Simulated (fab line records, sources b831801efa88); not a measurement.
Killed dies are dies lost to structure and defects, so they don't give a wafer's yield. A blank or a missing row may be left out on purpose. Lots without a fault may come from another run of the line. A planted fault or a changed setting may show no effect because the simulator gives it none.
Which tool did it? | flow sky130 | 6 lots, 18 wafers sampled, at 1 step of a route of 708

WHAT THE GAUGES READ, wafer by wafer
SKY_LDD_HVN_TW_MEAS_10.
lot  | measured     | on            | LDD_HVN_TW
L676 | day 20 11:13 | film_metro-02 | 1441 1434 1432
L683 | day 23 13:10 | film_metro-04 | 1440 1434 1432
L685 | day 24 11:17 | film_metro-02 | 1425 1415 1427
L688 | day 25 05:13 | film_metro-04 | 1446 1429 1431
L695 | day 27 07:28 | film_metro-03 | 1429 1426 1424
L697 | day 28 02:23 | film_metro-03 | 1433 1420 1422

WHICH TOOL RAN EACH LOT (tool, then ch and the chambers of the sampled wafers, then the start)
The record holds no process step before these readings.

THE ANSWER, worked out from the rows above alone
Rule: what is usual is taken from the lots themselves. Put in order of their means at a reading, lots are off if they are a third of the lots or fewer, leave a main group of 4 or more, and stand apart from it by a gap of 3 or more times the standard deviation of the main group's means; of several such gaps the widest counts. A main group whose means are all the same, to the digits that the tables above print for the reading, isn't used. A lot without any number at a reading at which 4 lots or more have one is off too. The other lots that the step has rows for count as sound.
No lot is off at any reading shown: from this, nothing can be told.

WHAT THE SIMULATOR HAD PUT IN
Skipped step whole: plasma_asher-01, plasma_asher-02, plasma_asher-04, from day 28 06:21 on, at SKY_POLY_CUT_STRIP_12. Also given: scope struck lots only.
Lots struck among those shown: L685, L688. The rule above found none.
